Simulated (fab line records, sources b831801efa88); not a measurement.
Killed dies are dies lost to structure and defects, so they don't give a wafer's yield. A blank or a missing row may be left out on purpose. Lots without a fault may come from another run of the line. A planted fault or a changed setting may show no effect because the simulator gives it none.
Which tool did it? | flow gf180mcu | 6 lots, 18 wafers sampled, at 1 step of a route of 602

WHAT THE GAUGES READ, wafer by wafer
GF_V1_RS_MEAS_24: measures by four-point-probe.
lot  | measured     | on            | V1_W_RS (ohm/sq)
L916 | day 19 04:42 | film_metro-01 | 0.326 0.324 0.325
L919 | day 20 05:19 | film_metro-03 | 0.327 0.326 0.329
L922 | day 21 07:34 | film_metro-01 | 0.332 0.332 0.328
L931 | day 24 14:07 | film_metro-03 | 0.329 0.325 0.332
L933 | day 25 01:19 | film_metro-02 | 0.326 0.324 0.325
L936 | day 25 22:26 | film_metro-02 | 0.325 0.325 0.328

WHICH TOOL RAN EACH LOT (tool, then ch and the chambers of the sampled wafers, then the start)
The record holds no process step before these readings.

THE ANSWER, worked out from the rows above alone
Rule: what is usual is taken from the lots themselves. Put in order of their means at a reading, lots are off if they are a third of the lots or fewer, leave a main group of 4 or more, and stand apart from it by a gap of 3 or more times the standard deviation of the main group's means; of several such gaps the widest counts. A main group whose means are all the same, to the digits that the tables above print for the reading, isn't used. A lot without any number at a reading at which 4 lots or more have one is off too. The other lots that the step has rows for count as sound.
No lot is off at any reading shown: from this, nothing can be told.

WHAT THE SIMULATOR HAD PUT IN
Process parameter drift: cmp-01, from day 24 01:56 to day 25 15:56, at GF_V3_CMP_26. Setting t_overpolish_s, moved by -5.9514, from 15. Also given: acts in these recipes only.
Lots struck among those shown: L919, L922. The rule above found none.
